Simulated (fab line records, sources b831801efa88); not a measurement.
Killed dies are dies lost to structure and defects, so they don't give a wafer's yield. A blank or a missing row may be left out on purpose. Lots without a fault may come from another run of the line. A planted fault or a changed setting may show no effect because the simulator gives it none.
fab line records | flow gf180mcu | part 1 of 2: steps 1 to 42 of 43
record lots=6 wafers=18 last_day=34
route steps=602 shown POLY_GATE@158 HV_LDD@176 PASSIVATION@602
lots that met no fault: from a run of the same line without faults
start_h: hours from the record's first day to the start of the lot's first wafer shown | wait_h: hours since the lot's step before | " the same as in the row above | L1.1+2: a row that stands for several wafers | - no value, or no start given | * or withheld: withheld | < > ~ a bound
route shown NAME@n: a module of which the file shows steps, and the number in the route of the first | usual: mean/standard deviation of fault-free wafers | same: alike in all rows | chamber/n: place in a boat | sites: the reading at each site | _std_site: their standard deviation | _edge_site: outer sites' mean less inner sites' | radius_mm: how far each site lies from the wafer's centre | mask NAME#n: copy n | behind: the tool/chamber that last shaped the wafer | hold: why the lot was held/for how many hours/how that ended | device: the transistor (n, p or np) that didn't switch | end of line: the same wafers' tests at the end of the route | a step without rows: its recipe alone | killed: dies lost to structure and defects at the first sort, not the wafer's yield | map: a wafer's dies, x killed, . not, _ none there
set.NAME: the setting as run; set.NAME@STEP: as run at that earlier step | model.NAME: the simulator's own value behind a step, which no gauge read
lots at some steps of the route; a table a step, a row a wafer
services: from which hour (start_h, from the record's first day; less than 0 if before it) a tool's chamber was out of use, for how many hours, and why
## steps
# step GF_POLY_GATE_THK_MEAS_01
# recipe reads=poly-Si_of_POLY_GATE_CVD_00
# usual POLY_GATE_CVD_00_THK=199.0/2
# columns lot.wafer tool chamber start_h wait_h POLY_GATE_CVD_00_THK[nm]
L516.3 film_metro-01 - 184.91 0.0 200.6
L516.4 " - " " 201.0
L516.5 " - " " 200.2
L520.3 film_metro-01 - 208.34 0.0 198.3
L520.4 " - " " 201.1
L520.6 " - " " 200.8
L522.1 film_metro-03 - 222.69 0.0 197.4
L522.2 " - " " 197.9
L522.6 " - " " 199.5
L531.1 film_metro-04 - 288.99 0.0 197.9
L531.3 " - " " 198.7
L531.6 " - " " 197.3
L532.1 film_metro-03 - 288.99 0.0 198.1
L532.3 " - " " 197.3
L532.4 " - " " 196.6
L538.1 film_metro-01 - 331.92 0.0 199.3
L538.4 " - " " 199.6
L538.6 " - " " 200.4
# step GF_POLY_GATE_DEHYDRATE_02
# recipe temp_c=200 time_s=60
# step GF_POLY_GATE_HMDS_03
# recipe prime_time_s=60 prime_temp_c=120
# step GF_POLY_GATE_COAT_04
# recipe resist=BARC temp_c=withheld time_s=withheld spin_rpm=withheld resist_thk_nm=withheld
# step GF_POLY_GATE_COAT_05
# recipe resist=KrF spin_rpm=withheld resist_thk_nm=700
# step GF_POLY_GATE_SOFTBAKE_06
# recipe temp_c=130 time_s=60 resist=KrF
# step GF_POLY_GATE_EXPOSE_07
# recipe mask_id=Poly2 target_cd_nm=280 na=0.68 source_shape=conventional sigma_outer=0.6 dose_mj=28
# step GF_POLY_GATE_PEB_08
# recipe peb_temp_c=135 peb_time_s=90 resist=KrF
# step GF_POLY_GATE_DEVELOP_09
# recipe develop_time_s=60 resist=KrF dev_temp_c=21
# step GF_POLY_GATE_CD_MEAS_10
# recipe target_cd_nm=280
# usual cd_nm=279.7/1.2
# columns lot.wafer tool chamber start_h wait_h cd_nm
L516.3 cd_sem-01 - 201.35 0.1 280.0
L516.4 " - " " 278.8
L516.5 " - " " 279.8
L520.3 cd_sem-02 - 225.96 0.1 278.9
L520.4 " - " " 278.9
L520.6 " - " " 279.5
L522.1 cd_sem-01 - 240.47 0.1 279.1
L522.2 " - " " 279.4
L522.6 " - " " 278.8
L531.1 cd_sem-02 - 308.26 0.1 278.6
L531.3 " - " " 278.3
L531.6 " - " " 279.2
L532.1 cd_sem-01 - 308.61 0.1 279.6
L532.3 " - " " 278.9
L532.4 " - " " 278.7
L538.1 cd_sem-01 - 352.81 0.1 279.9
L538.4 " - " " 280.0
L538.6 " - " " 278.8
# step GF_POLY_GATE_OVL_MEAS_11
# usual POLY_GATE_OVL=3/5.5
# columns lot.wafer tool chamber start_h wait_h POLY_GATE_OVL[nm]
L516.3 overlay-01 - 201.44 0.1 -8
L516.4 " - " " 0
L516.5 " - " " -10
L520.3 overlay-02 - 226.05 0.1 5
L520.4 " - " " 5
L520.6 " - " " 7
L522.1 overlay-02 - 240.59 0.1 4
L522.2 " - " " 8
L522.6 " - " " 9
L531.1 overlay-02 - 308.38 0.1 -1
L531.3 " - " " 4
L531.6 " - " " 7
L532.1 overlay-02 - 308.73 0.1 1
L532.3 " - " " 0
L532.4 " - " " 8
L538.1 overlay-01 - 352.93 0.1 4
L538.4 " - " " 12
L538.6 " - " " 6
# step GF_POLY_GATE_ETCH_12
# recipe chemistry=N2/H2 target_depth_a=withheld overetch_a=withheld time_s=withheld target=BARC ion_energy_ev=200 source_w=500 bias_w=100 pressure_mtorr=30 n2_flow_sccm=100 h2_flow_sccm=200
# usual chamber_pressure_mTorr=30.002/0.029 drypump_motor_current_A=5.6/0.37 oes_product_au=0.735/0.0049 throttle_valve_pct=13.213/0.009
# columns lot.wafer tool chamber start_h wait_h chamber_pressure_mTorr drypump_motor_current_A oes_product_au throttle_valve_pct
L516.3 rie_diel-01 0 201.46 0.0 29.986 5.5 0.741 13.222
L516.4 " 3 " " 30.029 6.0 0.744 13.209
L516.5 " 1 " " 30.003 5.9 0.747 13.207
L520.3 rie_diel-02 2 226.07 0.0 30.027 5.3 0.734 13.192
L520.4 " 0 " " 30.073 6.0 0.742 13.221
L520.6 " 3 " " 29.994 4.9 0.734 13.214
L522.1 rie_diel-01 1 240.62 0.0 29.974 5.9 0.743 13.219
L522.2 " 2 " " 30.028 5.5 0.747 13.215
L522.6 " 2 " " 30.008 5.5 0.733 13.216
L531.1 rie_diel-01 3 308.41 0.0 29.998 6.0 0.740 13.216
L531.3 " 1 " " 30.012 5.9 0.738 13.211
L531.6 " 0 " " 29.979 5.5 0.734 13.207
L532.1 rie_diel-02 3 308.76 0.0 30.020 4.8 0.738 13.207
L532.3 " 1 " " 29.946 6.2 0.736 13.193
L532.4 " 1 " " 30.010 6.2 0.739 13.214
L538.1 rie_diel-02 2 352.97 0.0 30.042 5.3 0.727 13.211
L538.4 " 0 " " 29.942 6.0 0.732 13.215
L538.6 " 0 " " 29.988 6.0 0.735 13.216
# step GF_POLY_GATE_ETCH_13
# recipe target=poly-Si target_depth_nm=198.5 stop_on=SiO2 over_etch_frac=0.403 chemistry=HBr/Cl2 icp_w=400 bias_w=100 pressure_mtorr=10 HBr_flow_sccm=150 Cl2_flow_sccm=50 time_s=69.6
# usual chamber_pressure_mTorr=10.001/0.0085 drypump_motor_current_A=5.9/0.44 oes_product_au=0.990/0.0065 throttle_valve_pct=33.684/0.0096
# columns lot.wafer tool chamber start_h wait_h chamber_pressure_mTorr drypump_motor_current_A oes_product_au rf_hours_counter_h throttle_valve_pct
L516.3 rie_si-02 1 201.51 - 10.000 5.8 0.994 60 33.684
L516.4 " 3 " " 9.988 5.9 0.994 5 33.686
L516.5 " 3 " " 9.990 5.9 0.996 - 33.685
L520.3 rie_si-02 2 226.12 - 10.012 6.6 0.992 1 33.703
L520.4 " 0 " " 9.997 5.1 0.993 49 33.684
L520.6 " 1 " " 10.000 5.7 0.998 - 33.694
L522.1 rie_si-01 2 240.67 - 10.000 5.8 0.985 4 33.686
L522.2 " 0 " " 10.006 6.5 0.994 108 33.689
L522.6 " 3 " " 9.999 5.9 0.990 - 33.687
L531.1 rie_si-01 2 308.46 - 10.015 5.8 0.986 5 33.683
L531.3 " 1 " " 10.019 5.6 0.991 36 33.682
L531.6 " 0 " " 10.024 6.5 0.990 - 33.697
L532.1 rie_si-01 2 308.81 - 9.998 5.8 0.993 5 33.683
L532.3 " 0 " " 10.002 6.5 0.987 0 33.688
L532.4 " 3 " " 9.977 5.8 0.985 11 33.677
L538.1 rie_si-02 0 353.02 - 10.003 5.1 0.989 50 33.696
L538.4 " 1 " " 9.986 5.8 0.990 61 33.681
L538.6 " 1 " " 9.999 5.8 0.998 - 33.678
# step GF_POLY_GATE_STRIP_14
# recipe chemistry=O2/N2 power_w=1400 pressure_mtorr=1500 platen_temp_c=250 o2_flow_sccm=3000 n2_flow_sccm=300 overash_fraction=0.5
# usual chamber_pressure_mTorr=1500.0/1.2 drypump_motor_current_A=5.8/0.33 heater_power_w=322/38 oes_product_au=0.504/0.0045
# same overash_fraction=0.5
# columns lot.wafer tool chamber start_h wait_h chamber_pressure_mTorr drypump_motor_current_A heater_power_w oes_product_au rf_hours_counter_h
L516.3 plasma_asher-04 1 201.60 0.1 1500.0 5.8 288 0.507 -
L516.4 " 0 " " 1498.8 5.2 363 0.509 -
L516.5 " 1 " " 1501.4 5.8 296 0.502 -
L520.3 plasma_asher-02 0 226.21 0.1 1500.1 6.1 357 0.505 -
L520.4 " 1 " " 1498.2 5.6 351 0.506 -
L520.6 " 0 " " 1498.3 6.1 344 0.511 -
L522.1 plasma_asher-02 0 240.73 0.0 1502.1 6.1 362 0.510 12
L522.2 " 1 " " 1501.1 5.6 350 0.504 12
L522.6 " 1 " " 1503.0 5.6 346 0.496 -
L531.1 plasma_asher-01 0 308.52 0.0 1501.4 6.0 274 0.506 65
L531.3 " 1 " " 1498.9 6.1 269 0.495 -
L531.6 " 0 " " 1499.1 6.1 281 0.509 -
L532.1 plasma_asher-04 1 308.87 0.0 1500.7 5.8 300 0.502 53
L532.3 " 1 " " 1500.0 5.8 293 0.512 -
L532.4 " 0 " " 1497.7 5.2 379 0.496 -
L538.1 plasma_asher-02 1 353.08 0.0 1499.8 5.6 340 0.502 24
L538.4 " 0 " " 1501.9 6.1 348 0.506 -
L538.6 " 1 " " 1498.5 5.6 345 0.502 -
# step GF_POLY_GATE_CLEAN_15
# recipe chemistry=SC1/SC2 mix=1:4:20 temp_c=70 time_s=150 dry=n2_spin
# step GF_POLY_GATE_OXIDATION_16
# recipe temp_c=850 ambient=O2 stabilise_s=600 purge_s=300 target_thk_a=40 ox_time_s=899
# step GF_POLY_GATE_THK_MEAS_17
# recipe reads=SiO2_of_POLY_GATE_OXIDATION_16
# usual POLY_GATE_OXIDATION_THK=4.05/0.092
# columns lot.wafer tool chamber start_h wait_h POLY_GATE_OXIDATION_THK[nm]
L516.3 film_metro-04 - 203.53 0.0 4.10
L516.4 " - " " 4.18
L516.5 " - " " 4.08
L520.3 film_metro-04 - 227.60 0.0 3.97
L520.4 " - " " 3.93
L520.6 " - " " 4.00
L522.1 film_metro-03 - 246.87 0.0 4.15
L522.2 " - " " 4.12
L522.6 " - " " 4.16
L531.1 film_metro-01 - 310.63 0.0 4.16
L531.3 " - " " 4.11
L531.6 " - " " 4.06
L532.1 film_metro-04 - 310.63 0.0 3.92
L532.3 " - " " 3.88
L532.4 " - " " 3.84
L538.1 film_metro-04 - 354.53 0.0 3.97
L538.4 " - " " 3.92
L538.6 " - " " 3.98
# step GF_POLY_GATE_CD_MEAS_18
# usual cd_nm=279.7/1.6
# columns lot.wafer tool chamber start_h wait_h cd_nm
L516.3 cd_sem-02 - 203.62 0.1 279.5
L516.4 " - " " 279.6
L516.5 " - " " 280.2
L520.3 cd_sem-02 - 227.70 0.1 278.6
L520.4 " - " " 277.8
L520.6 " - " " 277.6
L522.1 cd_sem-02 - 246.93 0.1 280.6
L522.2 " - " " 279.5
L522.6 " - " " 277.6
L531.1 cd_sem-02 - 310.69 0.1 281.5
L531.3 " - " " 279.4
L531.6 " - " " 279.5
L532.1 cd_sem-01 - 310.78 0.1 281.1
L532.3 " - " " 280.3
L532.4 " - " " 280.6
L538.1 cd_sem-02 - 354.59 0.1 280.5
L538.4 " - " " 280.1
L538.6 " - " " 277.9
# step GF_HV_LDD_DEHYDRATE_00
# recipe temp_c=200 time_s=60
# step GF_HV_LDD_HMDS_01
# recipe prime_time_s=60 prime_temp_c=120
# step GF_HV_LDD_COAT_02
# recipe resist=NOVOLAK spin_rpm=3000 resist_thk_nm=1000
# step GF_HV_LDD_SOFTBAKE_03
# recipe temp_c=90 time_s=60 resist=NOVOLAK
# step GF_HV_LDD_EXPOSE_04
# recipe mask_id=Nplus_LV_AREA target_cd_nm=400 na=0.6 source_shape=conventional sigma_outer=0.6 dose_mj=140
# step GF_HV_LDD_PEB_05
# recipe temp_c=withheld time_s=* resist=NOVOLAK
# step GF_HV_LDD_DEVELOP_06
# recipe develop_time_s=60 dev_temp_c=23
# step GF_HV_LDD_CD_MEAS_07
# recipe target_cd_nm=400
# usual cd_nm=399.7/2.5
# columns lot.wafer tool chamber start_h wait_h cd_nm
L516.3 cd_sem-01 - 220.46 0.1 403.4
L516.4 " - " " 402.2
L516.5 " - " " 401.2
L520.3 cd_sem-01 - 245.56 0.1 399.3
L520.4 " - " " 400.3
L520.6 " - " " 400.6
L522.1 cd_sem-02 - 265.47 0.1 398.6
L522.2 " - " " 399.8
L522.6 " - " " 399.7
L531.1 cd_sem-02 - 331.21 0.1 401.1
L531.3 " - " " 402.1
L531.6 " - " " 401.8
L532.1 cd_sem-01 - 331.46 0.1 403.2
L532.3 " - " " 402.0
L532.4 " - " " 401.1
L538.1 cd_sem-02 - 377.05 0.3 401.5
L538.4 " - " " 401.2
L538.6 " - " " 400.1
# step GF_HV_LDD_OVL_MEAS_08
# usual HV_LDD_OVL=0.3/1.2
# columns lot.wafer tool chamber start_h wait_h HV_LDD_OVL[nm]
L516.3 overlay-02 - 220.55 0.1 -1.6
L516.4 " - " " 0.9
L516.5 " - " " -2.0
L520.3 overlay-01 - 245.65 0.1 -0.6
L520.4 " - " " -0.3
L520.6 " - " " 0.8
L522.1 overlay-02 - 265.59 0.1 0.9
L522.2 " - " " 0.7
L522.6 " - " " 0.2
L531.1 overlay-01 - 331.33 0.1 0.3
L531.3 " - " " 1.6
L531.6 " - " " 1.2
L532.1 overlay-02 - 331.58 0.1 1.2
L532.3 " - " " -1.5
L532.4 " - " " -1.3
L538.1 overlay-01 - 377.17 0.1 -0.5
L538.4 " - " " 2.0
L538.6 " - " " -1.6
# step GF_HV_LDD_IMPLANT_09
# recipe species=As energy_kev=40 dose_cm2=1e+14 tilt_deg=7
# step GF_HV_LDD_STRIP_10
# recipe chemistry=O2/N2 power_w=1400 pressure_mtorr=1500 platen_temp_c=250 o2_flow_sccm=3000 n2_flow_sccm=300 overash_fraction=0.5
# usual chamber_pressure_mTorr=1499.9/1.3 drypump_motor_current_A=5.7/0.45 heater_power_w=307/37 oes_product_au=0.715/0.0043 strip_time_to_endpoint_s=12.62/0.035
# same overash_fraction=0.5
# columns lot.wafer tool chamber start_h wait_h chamber_pressure_mTorr drypump_motor_current_A heater_power_w oes_product_au rf_hours_counter_h strip_time_to_endpoint_s
L516.3 plasma_asher-01 1 220.76 0.1 1499.6 6.2 273 0.721 - 12.65
L516.4 " 0 " " 1500.1 6.0 275 0.721 - 12.62
L516.5 " 0 " " 1500.0 6.1 278 0.721 - 12.62
L520.3 plasma_asher-01 0 245.86 0.1 1499.8 6.1 282 0.718 - 12.62
L520.4 " 1 " " 1500.6 6.2 266 0.711 - 12.64
L520.6 " 1 " " 1500.2 6.2 271 0.718 - 12.64
L522.1 plasma_asher-01 0 265.77 0.1 1500.2 6.1 281 0.714 61 12.65
L522.2 " 1 " " 1499.6 6.2 262 0.707 61 12.62
L522.6 " 0 " " 1500.9 6.1 284 0.715 - 12.64
L531.1 plasma_asher-04 1 331.52 0.1 1501.6 5.8 295 0.714 55 12.61
L531.3 " 0 " " 1499.1 5.2 373 0.714 - 12.59
L531.6 " 0 " " 1499.3 5.2 369 0.714 - 12.57
L532.1 plasma_asher-01 0 331.77 0.1 1497.5 6.1 287 0.715 68 12.55
L532.3 " 1 " " 1499.5 6.1 272 0.713 - 12.56
L532.4 " 0 " " 1498.7 6.0 273 0.718 - 12.54
L538.1 plasma_asher-04 1 377.36 0.1 1500.5 5.8 287 0.715 60 12.64
L538.4 " 0 " " 1500.9 5.2 369 0.712 - 12.60
L538.6 " 1 " " 1500.5 5.8 291 0.717 - 12.62
# step GF_HV_LDD_TW_MEAS_11
# usual HV_LDD_TW=2414/13
# columns lot.wafer tool chamber start_h wait_h HV_LDD_TW
L516.3 film_metro-04 - 220.84 0.1 2412
L516.4 " - " " 2410
L516.5 " - " " 2405
L520.3 film_metro-04 - 245.94 0.1 2428
L520.4 " - " " 2422
L520.6 " - " " 2419
L522.1 film_metro-03 - 265.87 0.1 2404
L522.2 " - " " 2405
L522.6 " - " " 2418
L531.1 film_metro-02 - 331.62 0.1 2416
L531.3 " - " " 2428
L531.6 " - " " 2424
L532.1 film_metro-03 - 331.87 0.1 2416
L532.3 " - " " 2407
L532.4 " - " " 2409
L538.1 film_metro-03 - 377.46 0.1 2388
L538.4 " - " " 2390
L538.6 " - " " 2390
# step GF_HV_LDD_DEHYDRATE_12
# recipe temp_c=200 time_s=60
# step GF_HV_LDD_HMDS_13
# recipe prime_time_s=60 prime_temp_c=120
# step GF_HV_LDD_COAT_14
# recipe resist=NOVOLAK spin_rpm=3000 resist_thk_nm=1000
# step GF_HV_LDD_SOFTBAKE_15
# recipe temp_c=90 time_s=60 resist=NOVOLAK
# step GF_HV_LDD_EXPOSE_16
# recipe mask_id=Pplus_LV_AREA target_cd_nm=400 na=0.6 source_shape=conventional sigma_outer=0.6 dose_mj=140
# step GF_HV_LDD_PEB_17
# recipe temp_c=withheld time_s=* resist=NOVOLAK
# step GF_HV_LDD_DEVELOP_18
# recipe develop_time_s=60 dev_temp_c=23
# step GF_HV_LDD_CD_MEAS_19
# recipe target_cd_nm=400
# usual cd_nm=400.3/2.6
# columns lot.wafer tool chamber start_h wait_h cd_nm
L516.3 cd_sem-01 - 238.79 0.1 400.7
L516.4 " - " " 401.0
L516.5 " - " " 399.7
L520.3 cd_sem-02 - 264.16 0.1 403.4
L520.4 " - " " 404.3
L520.6 " - " " 402.4
L522.1 cd_sem-01 - 285.32 0.1 395.7
L522.2 " - " " 397.2
L522.6 " - " " 398.2
L531.1 cd_sem-01 - 352.46 0.1 399.8
L531.3 " - " " 399.6
L531.6 " - " " 397.7
L532.1 cd_sem-02 - 352.71 0.1 401.7
L532.3 " - " " 402.5
L532.4 " - " " 399.7
L538.1 cd_sem-01 - 399.76 0.1 396.8
L538.4 " - " " 395.5
L538.6 " - " " 395.7
# step GF_HV_LDD_OVL_MEAS_20
# usual HV_LDD_01_OVL=0.3/1.3
# columns lot.wafer tool chamber start_h wait_h HV_LDD_01_OVL[nm]
L516.3 overlay-01 - 238.88 0.1 0.4
L516.4 " - " " 2.4
L516.5 " - " " 0.4
L520.3 overlay-02 - 264.25 0.1 1.4
L520.4 " - " " 0.6
L520.6 " - " " 0.0
L522.1 overlay-02 - 285.44 0.1 0.0
L522.2 " - " " -0.4
L522.6 " - " " 0.0
L531.1 overlay-01 - 352.58 0.1 0.9
L531.3 " - " " 1.4
L531.6 " - " " -1.2
L532.1 overlay-02 - 352.83 0.1 2.1
L532.3 " - " " 0.1
L532.4 " - " " 0.1
L538.1 overlay-02 - 399.88 0.1 0.2
L538.4 " - " " -0.5
L538.6 " - " " 1.3
# step GF_HV_LDD_IMPLANT_21
# recipe species=BF2 energy_kev=25 dose_cm2=5e+13 tilt_deg=7
# step GF_HV_LDD_STRIP_22
# recipe chemistry=O2/N2 power_w=1400 pressure_mtorr=1500 platen_temp_c=250 o2_flow_sccm=3000 n2_flow_sccm=300 overash_fraction=0.5
# usual chamber_pressure_mTorr=1499.9/1.4 drypump_motor_current_A=5.6/0.47 heater_power_w=310/35 oes_product_au=0.715/0.0049 strip_time_to_endpoint_s=12.61/0.039
# same overash_fraction=0.5
# columns lot.wafer tool chamber start_h wait_h chamber_pressure_mTorr drypump_motor_current_A heater_power_w oes_product_au rf_hours_counter_h strip_time_to_endpoint_s
L516.3 plasma_asher-01 1 239.09 0.1 1500.5 6.1 271 0.716 - 12.67
L516.4 " 0 " " 1501.4 6.1 286 0.714 - 12.66
L516.5 " 0 " " 1500.2 6.1 289 0.722 - 12.62
L520.3 plasma_asher-01 0 264.45 0.1 1495.8 6.1 282 0.714 - 12.54
L520.4 " 1 " " 1501.1 6.2 270 0.715 - 12.58
L520.6 " 0 " " 1498.0 6.1 278 0.710 - 12.59
L522.1 plasma_asher-03 1 285.62 0.1 1498.2 5.4 323 0.719 62 12.66
L522.2 " 0 " " 1500.8 4.9 340 0.722 62 12.62
L522.6 " 0 " " 1500.9 4.9 338 0.729 - 12.69
L531.1 plasma_asher-01 1 352.77 0.1 1501.0 6.2 269 0.714 70 12.64
L531.3 " 1 " " 1502.4 6.2 272 0.713 - 12.63
L531.6 " 1 " " 1502.4 6.2 273 0.721 - 12.63
L532.1 plasma_asher-01 1 353.02 0.1 1497.7 6.2 265 0.710 70 12.68
L532.3 " 1 " " 1498.1 6.2 266 0.718 - 12.62
L532.4 " 0 " " 1499.4 6.1 283 0.717 - 12.66
L538.1 plasma_asher-04 1 400.07 0.1 1496.5 5.8 300 0.713 62 12.60
L538.4 " 0 " " 1500.1 5.2 382 0.715 - 12.56
L538.6 " 0 " " 1499.5 5.2 377 0.719 - 12.57
# step GF_HV_LDD_TW_MEAS_23
# usual HV_LDD_2_TW=1056/5.3
# columns lot.wafer tool chamber start_h wait_h HV_LDD_2_TW
L516.3 film_metro-03 - 239.18 0.1 1046
L516.4 " - " " 1051
L516.5 " - " " 1049
L520.3 film_metro-02 - 264.54 0.1 1052
L520.4 " - " " 1059
L520.6 " - " " 1062
L522.1 film_metro-04 - 285.72 0.1 1062
L522.2 " - " " 1061
L522.6 " - " " 1054
L531.1 film_metro-04 - 352.87 0.1 1058
L531.3 " - " " 1057
L531.6 " - " " 1055
L532.1 film_metro-03 - 353.12 0.1 1056
L532.3 " - " " 1057
L532.4 " - " " 1053
L538.1 film_metro-02 - 400.17 0.1 1056
L538.4 " - " " 1061
L538.6 " - " " 1058
